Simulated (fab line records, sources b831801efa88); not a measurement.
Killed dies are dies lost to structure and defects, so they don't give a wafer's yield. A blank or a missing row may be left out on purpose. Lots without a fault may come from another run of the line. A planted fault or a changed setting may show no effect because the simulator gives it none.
One fault seen from 2 desks | flow sky130 | each desk has only its own numbers; what lay behind them comes last

THE METROLOGY DESK
What the gauges read, lot by lot, whatever tool the lot ran on: means of the sampled wafers that have a number. A lot is out of limits, marked OUT, if its mean lies more than 4 standard deviations from the usual mean; the brackets give that distance.
Columns: A = CAPM_CVD_00_THK at SKY_CAPM_THK_MEAS_01, usual 15.41 nm
lot  | first seen here | A
L811 | day 38 09:01    | 15.17
L813 | day 39 12:22    | 15.63
L815 | day 39 18:32    | 15.34
L818 | day 40 18:08    | 15.32
L822 | day 42 00:34    | 15.46
L824 | day 42 04:44    | 13.83 (-6.3) OUT
L823 | day 42 07:47    | 15.00
L825 | day 42 11:05    | 14.94
L830 | day 43 16:25    | 15.25
L831 | day 44 02:00    | 15.37
L833 | day 44 12:05    | 15.34
This desk's finding: out of limits on L824; first on L824, day 42 04:44 (CAPM_CVD_00_THK at SKY_CAPM_THK_MEAS_01). In limits: L811, L813, L815, L818, L822, L823, L825, L830, L831, L833.

THE TOOL OWNER'S DESK: pecvd-02
The tool's own readings at SKY_CAPM_CVD_00 (deposits SiO2, target thk 15.5 nm): means of the sampled wafers that have a number, for each lot that ran on this tool. A lot is out of limits, marked OUT, if its mean lies more than 4 standard deviations from the usual mean; the brackets give that distance.
Columns: A = heater_power_w at SKY_CAPM_CVD_00, usual 682 W
lot  | first seen here | A
L811 | day 38 08:59    | 767
L818 | day 40 18:07    | 622
L822 | day 42 00:32    | 721
L824 | day 42 04:41    | 651
L825 | day 42 11:04    | 632
This desk's finding: nothing out of limits on any of the 5 lots.

PUT TOGETHER
The metrology desk could have raised an alarm at day 42 04:44, on L824.
The tool owner's desk saw nothing out of limits.
The tool owner's desk has L824 on record, within its limits.
Of the lots named, all ran SKY_CAPM_CVD_00 on pecvd-02.

WHAT THE SIMULATOR HAD PUT IN
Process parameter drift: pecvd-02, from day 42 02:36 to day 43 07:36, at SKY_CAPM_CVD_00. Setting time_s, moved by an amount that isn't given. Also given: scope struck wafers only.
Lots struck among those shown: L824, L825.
Hours from the fault's start to each desk's first reading out of limits: the metrology desk, 2.
